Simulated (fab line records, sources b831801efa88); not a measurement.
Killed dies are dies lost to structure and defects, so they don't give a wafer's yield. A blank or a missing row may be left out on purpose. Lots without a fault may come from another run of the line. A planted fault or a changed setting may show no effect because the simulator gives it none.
A struck lot beside a sound one | flow sky130 | 17 steps out of a route of 708
Sound: wafers L376.3, L376.4, L376.6. Struck: wafers L382.3, L382.5, L382.6. The cause comes at the end.
At each step with rows: each side's tool, then ch and its chambers, then its first start. Under that, the readings that differ: sound wafers | struck wafers | difference of the means | sigmas: that difference in standard deviations of wafers without a fault.
alike: readings whose means differ by less than 2 such deviations, and words and numbers that are the same on both sides. not compared: withheld readings, readings that some wafer has no value for, bounds like >300 that may hide the same value, and numbers for which the record gives no deviation and whose values overlap.
The two part at a step that has a row with sigmas, a row that says differs or no value, or rows on one side only. Numbers that don't overlap but have no deviation are shown without sigmas and don't part them. A reading that every wafer of one side lacks parts them only if that side has two wafers or more.

SKY_LDD_HVN_OVL_MEAS_07:
  sound on overlay-02, day 21 06:21; struck on overlay-02, day 24 03:32
  alike: LDD_HVN_OVL
then, 1 step without rows for these wafers: SKY_LDD_HVN_IMPLANT_08.
SKY_LDD_HVN_STRIP_09: strips in O2/N2.
  sound on plasma_asher-04 ch 0,1, day 21 06:34; struck on plasma_asher-03 ch 0,1, day 24 03:44
  reading                      | sound             | struck            | difference | sigmas
  drypump_motor_current_A (A)  | 5.0 5.3 5.3       | 5.9 5.9 6.0       | +0.7       | +2
  strip_time_to_endpoint_s (s) | 4.142 4.134 4.140 | 4.104 4.111 4.096 | -0.035     | -3
  alike: oes_product_au
  not compared: rf_hours_counter_h
SKY_LDD_HVN_TW_MEAS_10:
  sound on film_metro-04, day 21 06:38; struck on film_metro-04, day 24 03:50
  alike: LDD_HVN_TW
then, 7 steps without rows for these wafers: SKY_LDD_HVP_DEHYDRATE_00 (time 60 s); SKY_LDD_HVP_HMDS_01 (prime time 60 s); SKY_LDD_HVP_COAT_02 (resist thk 300 nm); SKY_LDD_HVP_SOFTBAKE_03 (time 60 s); SKY_LDD_HVP_EXPOSE_04 (exposes mask HVPTM, target cd 700 nm); SKY_LDD_HVP_PEB_05; SKY_LDD_HVP_DEVELOP_06 (develop time 60 s).
SKY_LDD_HVP_OVL_MEAS_07:
  sound on overlay-02, day 22 13:23; struck on overlay-01, day 25 09:24
  alike: LDD_HVP_OVL
SKY_LDD_HVP_IMPLANT_08:
  sound on implanter-01 ch 0, day 22 13:28; struck on implanter-01 ch 0, day 25 09:28
  reading                   | sound                | struck               | difference | sigmas
  beam_energy_keV           | 19.998 20.004 20.009 | 23.713 23.714 23.707 | +3.708     | +99 or more
  model.implant.rp_nm (nm)  | 63.29 63.29 63.29    | 74.92 74.92 74.92    | +11.63     |
  model.implant.drp_nm (nm) | 28.53 28.53 28.53    | 33.73 33.73 33.73    | +5.20      |
  alike: end_station_pressure_torr, faraday_current_uA
SKY_LDD_HVP_STRIP_09: strips in O2/N2.
  sound on plasma_asher-03 ch 0,1, day 22 13:35; struck on plasma_asher-03 ch 0,1, day 25 09:37
  alike: drypump_motor_current_A, oes_product_au, strip_time_to_endpoint_s
  not compared: rf_hours_counter_h
SKY_LDD_HVP_TW_MEAS_10:
  sound on film_metro-03, day 22 13:41; struck on film_metro-02, day 25 09:41
  reading    | sound       | struck      | difference | sigmas
  LDD_HVP_TW | 454 454 454 | 473 470 471 | +17        | +6
then, 1 step without rows for these wafers: SKY_LDD_LDN_DEHYDRATE_00 (time 60 s).
-- the record jumps here: 23 days lie between the struck wafers' starts before and after (it left off in module LDD_LDN and takes up again in module PAD_OPEN, whose first step shown is number 708 of the route) --
SKY_PAD_OPEN_PROBE_99:
  sound on prober-02, day 46 14:01; struck on prober-01, day 48 08:46
  reading                        | sound          | struck         | difference | sigmas
  model.etest.tip_p_5v.rs_ohm_sq | 2862 2858 2854 | 2793 2792 2795 | -65        |
  alike: killed_at_M0_to_M3, killed_at_M4_up, killed_at_contacts, killed_at_front_end, killed_at_other, killed_dies, killed_open, killed_short
  not compared: model.etest.pfet_g5v0d10v5.off_log10_a_um, model.etest.pfet_g5v0d10v5.vt_sat_v

WHERE THEY PART
First at SKY_LDD_HVN_STRIP_09; last, within this record, at SKY_LDD_HVP_TW_MEAS_10. Later steps at which nothing parts them and some readings are alike: SKY_PAD_OPEN_PROBE_99.

WHY: what the simulator had put in
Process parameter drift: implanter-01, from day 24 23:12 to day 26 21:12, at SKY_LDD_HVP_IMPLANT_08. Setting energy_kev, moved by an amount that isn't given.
